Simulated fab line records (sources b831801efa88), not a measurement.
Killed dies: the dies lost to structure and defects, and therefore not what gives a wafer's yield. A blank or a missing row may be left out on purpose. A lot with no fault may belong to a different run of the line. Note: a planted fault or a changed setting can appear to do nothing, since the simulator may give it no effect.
A single fault, viewed from 2 desks + flow gf180mcu + what lay behind the numbers comes last; until then each desk has only its own

FOR THE TOOL OWNER'S DESK: rieMetal-03
The tool's own readings at GF_TOP_METAL_METAL_ETCH_16 (etches the open film in Cl2/BCl3, stops on SiO2, target depth 1077.5 nm, time 179.6 s): means of the sampled wafers that have a number, for each lot that ran on this tool. The brackets show how far a lot's mean lies from the usual mean; more than 4 standard deviations puts the lot out of limits, marked OUT.
Columns: A = biasW at GF_TOP_METAL_METAL_ETCH_16, usual 140.0 W; B = drypumpMotorCurrentA at GF_TOP_METAL_METAL_ETCH_16, usual 5.9 A; C = mfcCl2Sccm at GF_TOP_METAL_METAL_ETCH_16, usual 80.02 sccm; D = oesProductAu at GF_TOP_METAL_METAL_ETCH_16, usual 0.964 a.u.; E = throttleValvePct at GF_TOP_METAL_METAL_ETCH_16, usual 28.259 %
| lot  | first seen here | A                | B   | C     | D     | E      |
|------|-----------------|------------------|-----|-------|-------|--------|
| L963 | day 29 06:47    | 140.3            | 6.2 | 80.05 | 0.969 | 28.250 |
| L968 | day 30 19:35    | 143.5 (+8.3) OUT | 6.2 | 79.72 | 0.966 | 28.265 |
| L970 | day 31 02:19    | 143.7 (+8.8) OUT | 6.2 | 79.68 | 0.959 | 28.268 |
| L973 | day 31 20:22    | 143.8 (+9.0) OUT | 6.2 | 79.85 | 0.966 | 28.257 |
Finding of this desk: L968, L970, L973 out of limits; the first was L968 at day 30 19:35, on biasW at GF_TOP_METAL_METAL_ETCH_16. L963 stayed within limits.

THE METROLOGY DESK
Lot by lot, what the gauges showed, no matter which tool ran the lot: averages of those sampled wafers that carry a number. The brackets show how far a lot's mean lies from the usual mean; more than 4 standard deviations puts the lot out of limits, marked OUT.
Columns: A = MIM_ALCU_RS at GF_MIM_RS_MEAS_10, usual 0.1604 ohm/sq
| lot  | first seen here | A      |
|------|-----------------|--------|
| L961 | day 25 01:44    | 0.1606 |
| L962 | day 25 17:53    | 0.1604 |
| L963 | day 25 18:22    | 0.1622 |
| L964 | day 26 10:35    | 0.1632 |
| L968 | day 27 11:19    | 0.1613 |
| L969 | day 27 13:11    | 0.1601 |
| L970 | day 27 18:23    | 0.1624 |
| L973 | day 28 15:46    | 0.1606 |
| L975 | day 29 06:27    | 0.1598 |
| L976 | day 29 14:34    | 0.1605 |
| L978 | day 30 00:19    | 0.1588 |
| L980 | day 30 07:19    | 0.1593 |
| L979 | day 30 08:01    | 0.1612 |
Finding of this desk: none of the 13 lots has anything out of limits.

ALL TOGETHER
The tool owner's desk had the chance to raise an alarm at day 30 19:35 on L968, L970, L973.
At the metrology desk, nothing out of limits was observed.
The metrology desk holds a record of L968, L970, L973, inside its limits.
All the named lots went through GF_TOP_METAL_METAL_ETCH_16 on rieMetal-03.

WHAT THE SIMULATOR HAD PUT IN
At GF_TOP_METAL_METAL_ETCH_16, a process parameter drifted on rieMetal-03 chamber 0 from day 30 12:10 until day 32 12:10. From 140, the setting biasW moved by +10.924. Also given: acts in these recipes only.
Lots struck among those shown: L968, L970, L973.
Each desk's first reading out of limits, in hours after the fault started: the tool owner's desk, 7.
